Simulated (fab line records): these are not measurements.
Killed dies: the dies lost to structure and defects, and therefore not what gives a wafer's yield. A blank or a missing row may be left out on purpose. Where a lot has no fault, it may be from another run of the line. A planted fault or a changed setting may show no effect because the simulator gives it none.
Chamber matching ; flow gf180mcu ; rie_si-01 running GF_STI_ETCH_14: 4 sister chambers
The step etches Si in HBr/Cl2/O2, target depth 360 nm, time 104.3 s. 4 wafers are shown with their chamber, then 9 later ones without.

## EACH WAFER AND ITS CHAMBER
wafer;chamber;drypump_motor_current_A (A)
L365.3;2;6.3
L366.1;0;5.5
L366.2;1;5.8
L366.3;3;5.4

## WAFERS MISSING THEIR CHAMBER
wafer;drypump_motor_current_A (A)
L367.2;6.4
L367.5;5.8
L367.6;5.5
L369.4;5.4
L369.5;6.4
L369.6;5.4
L372.1;5.4
L372.2;6.4
L372.3;5.4

## WHICH CHAMBER EACH WENT THROUGH
wafer;from the rows above;in truth
L367.2;2;2
L367.5;1;1
L367.6;can't be placed: 0 or 3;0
L369.4;can't be placed: 3 or 0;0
L369.5;2;2
L369.6;can't be placed: 3 or 0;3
L372.1;can't be placed: 3 or 0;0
L372.2;2;2
L372.3;can't be placed: 3 or 0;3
Correct placement for 4 of the 9. Not placeable from these rows: 5 (in 5, the candidates include the true chamber). Placed wrongly: 0.
How it was worked out, from the rows above alone: a wafer's distance from a chamber is the root of the sum, over the readings, of the square of ((its reading less the chamber's mean) divided by the reading's scatter). If the next closest chamber is less than 2 further off than the closest, the wafer can't be placed; otherwise it belongs to the closest. A chamber's mean is the mean of its shown wafers. The scatter: with one shown wafer a chamber, the root of the mean of the squares of how far each hidden wafer lies from its nearest shown one.
